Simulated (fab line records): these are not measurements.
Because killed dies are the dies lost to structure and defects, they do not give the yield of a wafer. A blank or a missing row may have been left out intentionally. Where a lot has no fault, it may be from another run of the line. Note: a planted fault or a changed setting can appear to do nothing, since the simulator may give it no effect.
Which tool did it? ; flow gf180mcu ; 11 lots with 33 wafers sampled at 3 steps, on a route of 602 steps

## WHAT THE GAUGES READ, wafer by wafer
GF_NSD_TW_MEAS_12.
lot;measured;on;NSD_TW
L829;day 14 00:55;filmMetro-01;4172 4169 4173
L830;day 14 09:30;filmMetro-03;4228 4227 4220
L834;day 15 20:45;filmMetro-04;4205 4214 4205
L836;day 16 10:49;filmMetro-01;4201 4190 4158
L838;day 17 04:44;filmMetro-04;3954 3941 3950 3954 3948 3942
L840;day 18 03:24;filmMetro-01;4222 4224 4210
L841;day 18 10:31;filmMetro-03;4008 3994 3998 4004 4000 4006
L845;day 19 23:01;filmMetro-03;4253 4269 4282
L848;day 20 17:09;filmMetro-04;4238 4239 4238
L849;day 21 04:03;filmMetro-03;4267 4265 4270
L850;day 21 13:38;filmMetro-03;4243 4232 4244

## WHAT TOOL EACH LOT RAN ON (gives the tool, then ch and the chambers of the sampled wafers, and finally the start)
lot;GF_NSD_IMPLANT_09;GF_NSD_STRIP_11
L829;implanter-02 ch 0, day 14 00:32;plasmaAsher-02 ch 0,1, day 14 00:50
L830;implanter-03 ch 0, day 14 09:06;plasmaAsher-03 ch 0,1, day 14 09:24
L834;implanter-01 ch 0, day 15 20:21;plasmaAsher-02 ch 0, day 15 20:39
L836;implanter-03 ch 0, day 16 10:25;plasmaAsher-04 ch 0,1, day 16 10:42
L838;implanter-01 ch 0, day 17 04:20;plasmaAsher-02 ch 1, day 17 04:38
L840;implanter-02 ch 0, day 18 03:00;plasmaAsher-02 ch 0,1, day 18 03:18
L841;implanter-01 ch 0, day 18 10:08;plasmaAsher-04 ch 0,1, day 18 10:24
L845;implanter-03 ch 0, day 19 22:39;plasmaAsher-04 ch 0,1, day 19 22:56
L848;implanter-01 ch 0, day 20 16:45;plasmaAsher-02 ch 0,1, day 20 17:03
L849;implanter-01 ch 0, day 21 03:39;plasmaAsher-03 ch 0,1, day 21 03:57
L850;implanter-02 ch 0, day 21 13:13;plasmaAsher-04 ch 0,1, day 21 13:31
- GF_NSD_IMPLANT_09
- GF_NSD_STRIP_11: strips in O2/N2.

## THE ANSWER, worked out from the rows above alone
Rule: what is usual is taken from the lots themselves. The widest of any qualifying gaps counts: lots, ordered by their means at a reading, are off when they make up no more than a third of the lots, leave a main group of 4 or more, and stand apart from it by 3 or more times the standard deviation of that group's means. If all means in a main group match to the digits the tables above print for the reading, that group is not used. Also off: a lot with no number at a reading for which 4 or more lots have one. Any other lot the step has rows for is counted as sound.
Off: L838, L841, seen at GF_NSD_TW_MEAS_12 (NSD_TW). Main group: mean 4224, sd 32.
If a tool, at a process step before that reading, ran all the lots that are off and no sound lot after the first of them, it fits. Gauges at GF_NSD_TW_MEAS_12: tried the same way as those tools. Of those tried, none fits.

## WHAT WAS PUT IN BY THE SIMULATOR
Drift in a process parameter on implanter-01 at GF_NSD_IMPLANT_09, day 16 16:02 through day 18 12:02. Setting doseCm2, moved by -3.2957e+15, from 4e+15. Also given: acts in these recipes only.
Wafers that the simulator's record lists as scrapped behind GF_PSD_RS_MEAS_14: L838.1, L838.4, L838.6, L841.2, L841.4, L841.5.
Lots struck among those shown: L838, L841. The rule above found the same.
